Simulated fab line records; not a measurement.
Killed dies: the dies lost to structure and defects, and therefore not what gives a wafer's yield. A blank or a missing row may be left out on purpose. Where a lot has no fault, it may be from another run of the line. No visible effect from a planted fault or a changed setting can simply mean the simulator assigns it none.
A lot that was struck, set against a sound lot -- flow sky130 -- 21 out of 708 route steps
Sound: the wafers L236.1, L236.2, L236.6. Struck: wafers L241.3, L241.6. (L241.2 of the same lot was not struck and is left out.) The cause comes at the end.
Per side, at each step with rows, come the tool, then ch with its chambers, and then its first start. Under that, the readings that differ: sound wafers -- struck wafers -- difference of the means -- sigmas: that difference in standard deviations of wafers without a fault.
alike: words and numbers the same on both sides, and readings whose means are apart by under 2 such deviations; not compared: readings that were withheld, readings missing a value for some wafer, numbers with overlapping values and no deviation given by the record, and bounds like >300 which may hide the same value.
The two part at a step that has a row with sigmas, a row that says differs or no value, or rows on one side only. When numbers do not overlap yet have no deviation, they are printed without sigmas and do not part them. A reading that every wafer of one side lacks parts them only if that side has two wafers or more.

first, 11 steps without rows for these wafers: SKY_CAP2M_DEVELOP_11 (develop time 60 s); SKY_CAP2M_METAL_ETCH_13 (etches TiN in Cl2/BCl3, stops on SiO2, target depth 220 nm, time 62.9 s); SKY_CAP2M_STRIP_14 (strips in O2/N2); SKY_CAP2M_STRIP_15 (strips in post etch residue remover, time 1200 s); SKY_CAP2M_CLEAN_16 (cleans in IPA, time 180 s); SKY_CAP2M_CLEAN_17 (cleans in O3/DIW); SKY_METAL4_DEHYDRATE_05 (time 60 s); SKY_METAL4_HMDS_06 (prime time 60 s); SKY_METAL4_COAT_07 (resist thk 60 nm); SKY_METAL4_COAT_08 (resist thk 1140 nm); SKY_METAL4_SOFTBAKE_09 (time 90 s).
SKY_METAL4_EXPOSE_10: exposes mask MM4, target cd 300 nm.
  sound on krf_scanner-01 ch 0, day 43 07:57; struck on krf_scanner-01 ch 0, day 44 16:09
  alike: mask
then, 2 steps without rows for these wafers: SKY_METAL4_PEB_11; SKY_METAL4_DEVELOP_12 (develop time 60 s).
SKY_METAL4_CD_MEAS_13: target cd 300 nm.
  sound: cd_sem-02 at day 43 19:45; struck: cd_sem-02 at day 45 02:41
reading,sound,struck,difference,sigmas
cd_nm (nm),300.1 298.6 299.1,221.5 219.8,-78.6,-60
SKY_METAL4_DESCUM_15: chemistry O2, time 8 s.
  sound on rie_metal-01 ch 0,1, day 43 19:55; struck on rie_metal-01 ch 1, day 45 02:50
reading,sound,struck,difference,sigmas
model.METAL4.cd_nm (nm),299.4 298.5 298.7,221.4 219.6,-78.4,
  alike: drypump_motor_current_A, oes_product_au, rf_fwd_power_W
  not compared: rf_hours_counter_h
then, 2 steps without rows for these wafers: SKY_METAL4_ETCH_16 (etches BARC in N2/H2, stops on SiO2, time 88.2 s, target depth 60 nm); SKY_METAL4_ETCH_17 (etches SiO2 in C4F8/O2/Ar, stops on TiN, time 3.9 s, target depth 15 nm).
SKY_METAL4_METAL_ETCH_18: etches the open film in Cl2/BCl3, stops on SiO2, target depth 845 nm, time 183.1 s.
  sound on rie_metal-02 ch 0,1, day 43 20:03; struck on rie_metal-02 ch 1, day 45 03:06
reading,sound,struck,difference,sigmas
rf_fwd_power_W (W),894.7 896.2 895.7,900.4 902.2,+5.8,+2
model.METAL4.cd_nm (nm),300.5 300.9 295.9,225.8 224.4,-74.0,
  alike: drypump_motor_current_A, oes_product_au, throttle_valve_pct
  not compared: rf_hours_counter_h
then, 1 step without rows for these wafers: SKY_METAL4_STRIP_19 (strips in O2/N2).
-- the record jumps here: 4 days lie between the struck wafers' starts before and after (it left off in module METAL4 and takes up again in module PAD_OPEN, whose first step shown is number 708 of the route) --
SKY_PAD_OPEN_PROBE_99:
  sound: prober-01 at day 47 12:52; struck: prober-01 at day 48 16:59
reading,sound,struck,difference,sigmas
defect_limited_yield (%),81.3 79.5 80.3,0.4 1.4,-79.5,-42
killed_at_M4_up,1 3 1,409 410,+408,+99 or more
killed_at_front_end,22 16 29,17 8,-10,-2
killed_dies,92 101 97,490 485,+391,+42
killed_on_rim,19 19 25,96 96,+75,+17
sort_bin_5_function (%),11.4 12.0 13.2,94.1 93.1,+81.4,+54
sort_n_pass,400 391 395,2 7,-391,-42
sort_yield_pct (%),81.3 79.5 80.3,0.4 1.4,-79.5,-42
  alike: killed_at_M0_to_M3, killed_at_contacts, killed_at_other, killed_open, killed_short, sort_bin_3_pad_short, sort_bin_6_memory

== WHERE THEY PART ==
First at SKY_METAL4_CD_MEAS_13; last, within this record, at SKY_PAD_OPEN_PROBE_99.

WHY: the cause the simulator had injected
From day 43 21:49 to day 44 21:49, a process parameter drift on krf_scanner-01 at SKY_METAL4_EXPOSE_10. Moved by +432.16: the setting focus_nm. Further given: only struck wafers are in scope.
